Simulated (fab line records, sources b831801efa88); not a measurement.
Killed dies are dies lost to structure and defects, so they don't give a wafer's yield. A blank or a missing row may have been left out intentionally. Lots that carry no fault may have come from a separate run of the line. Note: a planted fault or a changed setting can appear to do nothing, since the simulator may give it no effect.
One fault through the eyes of 2 desks | flow gf180mcu | numbers are kept per desk, each desk with only its own; the story behind them comes last

## FOR THE TOOL OWNER'S DESK: litho-track-01
The tool's own readings at GF_MVPSD_DEVELOP_06 (develop time 60 s): means of the sampled wafers that have a number, for each lot that ran on this tool. The brackets show how far a lot's mean lies from the usual mean; more than 4 standard deviations puts the lot out of limits, marked OUT.
Columns: A = chill-plate-temp-C at GF_MVPSD_DEVELOP_06, usual 22.98 C
lot  | first seen here | A
L201 | day 5 01:00     | 23.07
L202 | day 5 07:00     | 22.91
L204 | day 5 18:00     | 23.09
Finding of this desk: none of the 3 lots has anything out of limits.

## THE METROLOGY DESK
What the gauges read for every lot (on any tool): the sampled wafers with a number, averaged. The brackets show how far a lot's mean lies from the usual mean; more than 4 standard deviations puts the lot out of limits, marked OUT.
Columns: A = CONTACT_BOW at GF_CONTACT_BOW_MEAS_05, usual 65 um
lot  | first seen here | A
L201 | day 15 08:19    | 63
L202 | day 15 17:57    | 60
L203 | day 15 19:11    | 63
L204 | day 16 03:53    | 64
L205 | day 16 15:19    | 62
L207 | day 17 10:56    | 64
L209 | day 18 05:32    | 70
L211 | day 18 20:49    | 62
L212 | day 19 00:53    | 66
L213 | day 19 14:25    | 62
L215 | day 20 14:56    | 70
L216 | day 20 16:28    | 67
L223 | day 22 19:00    | 66
L224 | day 23 05:07    | 68
Finding of this desk: none of the 14 lots has anything out of limits.

## PUT TOGETHER
The tool owner's desk saw nothing out of limits.
The metrology desk saw nothing out of limits.

## WHAT HAD BEEN PUT IN BY THE SIMULATOR
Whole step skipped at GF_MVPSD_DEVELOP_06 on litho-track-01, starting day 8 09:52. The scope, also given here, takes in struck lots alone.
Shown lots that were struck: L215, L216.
